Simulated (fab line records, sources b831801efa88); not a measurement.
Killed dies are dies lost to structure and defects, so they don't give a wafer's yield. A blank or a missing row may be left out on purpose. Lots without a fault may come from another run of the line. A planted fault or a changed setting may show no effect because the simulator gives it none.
A struck lot beside a sound one | flow gf180mcu | 16 steps out of a route of 602
Sound: wafers L962.4, L962.5, L962.6. Struck: wafer L954.5. (L954.6 of the same lot was not struck and is left out.) The cause comes at the end.
At each step with rows: each side's tool, then ch and its chambers, then its first start. Under that, the readings that differ: sound wafers | struck wafers | difference of the means | sigmas: that difference in standard deviations of wafers without a fault.
alike: readings whose means differ by less than 2 such deviations, and words and numbers that are the same on both sides. not compared: withheld readings, readings that some wafer has no value for, bounds like >300 that may hide the same value, and numbers for which the record gives no deviation and whose values overlap.
The two part at a step that has a row with sigmas, a row that says differs or no value, or rows on one side only. Numbers that don't overlap but have no deviation are shown without sigmas and don't part them. A reading that every wafer of one side lacks parts them only if that side has two wafers or more.

first, 6 steps without rows for these wafers: GF_TOP_METAL_HMDS_08 (prime time 60 s); GF_TOP_METAL_COAT_09 (resist thk 1500 nm); GF_TOP_METAL_SOFTBAKE_10 (time 60 s); GF_TOP_METAL_EXPOSE_11 (exposes mask MetalTop, target cd 440 nm); GF_TOP_METAL_PEB_12; GF_TOP_METAL_DEVELOP_13 (develop time 60 s).
GF_TOP_METAL_CD_MEAS_14: target cd 440 nm.
  sound on cd_sem-02, day 32 16:17; struck on cd_sem-02, day 30 21:40
  alike: cd_nm
GF_TOP_METAL_OVL_MEAS_15:
  sound on overlay-02, day 32 16:22; struck on overlay-01, day 30 21:44
  alike: TOP_METAL_OVL
GF_TOP_METAL_METAL_ETCH_16: etches the open film in Cl2/BCl3, stops on SiO2, target depth 1197 nm, time 199.5 s.
  sound on rie_metal-04 ch 0,1, day 32 16:26; struck on rie_metal-01 ch 1, day 30 21:52
  alike: bias_w, drypump_motor_current_A, oes_product_au, throttle_valve_pct
  not compared: rf_hours_counter_h
GF_TOP_METAL_STRIP_17: strips in O2/N2.
  sound on plasma_asher-03 ch 0,1, day 32 16:36; struck on plasma_asher-02 ch 1, day 30 22:00
  alike: drypump_motor_current_A, heater_power_w, oes_product_au, strip_time_to_endpoint_s
  not compared: rf_hours_counter_h
then, 2 steps without rows for these wafers: GF_TOP_METAL_STRIP_18 (strips in post etch residue remover, time 1200 s); GF_TOP_METAL_CLEAN_19 (cleans in DIW).
GF_PASSIVATION_CVD_00: deposits SiO2 from TEOS, target thk 1000 nm, time 111.95 s.
  sound on pecvd-01 ch 0,1,2, day 32 17:10; struck on pecvd-02 ch 0, day 30 22:55
  reading                                      | sound             | struck | difference | sigmas
  run_length_s (s)                             | 139.9 139.7 138.9 | 144.3  | +4.8       | +9
  model.SiO2_of_PASSIVATION_CVD_00.thk_nm (nm) | 1003 1012 997.7   | 1082   | +78        |
  alike: heater_power_w
GF_PASSIVATION_THK_MEAS_01:
  sound on film_metro-03, day 32 17:14; struck on film_metro-02, day 30 22:59
  reading                     | sound         | struck | difference | sigmas
  PASSIVATION_CVD_00_THK (nm) | 1003 1013 997 | 1082   | +78        | +6
GF_PASSIVATION_CVD_02: deposits Si3N4, target thk 700 nm, time 486.18 s.
  sound on pecvd-03 ch 0,1,2, day 32 17:24; struck on pecvd-03 ch 1, day 30 23:09
  alike: heater_power_w, run_length_s
then, 1 step without rows for these wafers: GF_PASSIVATION_PROBE_99.

WHERE THEY PART
First at GF_PASSIVATION_CVD_00; last, within this record, at GF_PASSIVATION_THK_MEAS_01. Later steps at which nothing parts them and some readings are alike: GF_PASSIVATION_CVD_02.

WHY: what the simulator had put in
Process parameter drift: pecvd-02, from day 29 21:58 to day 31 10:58, at GF_PASSIVATION_CVD_00. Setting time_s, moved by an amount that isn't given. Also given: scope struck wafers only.
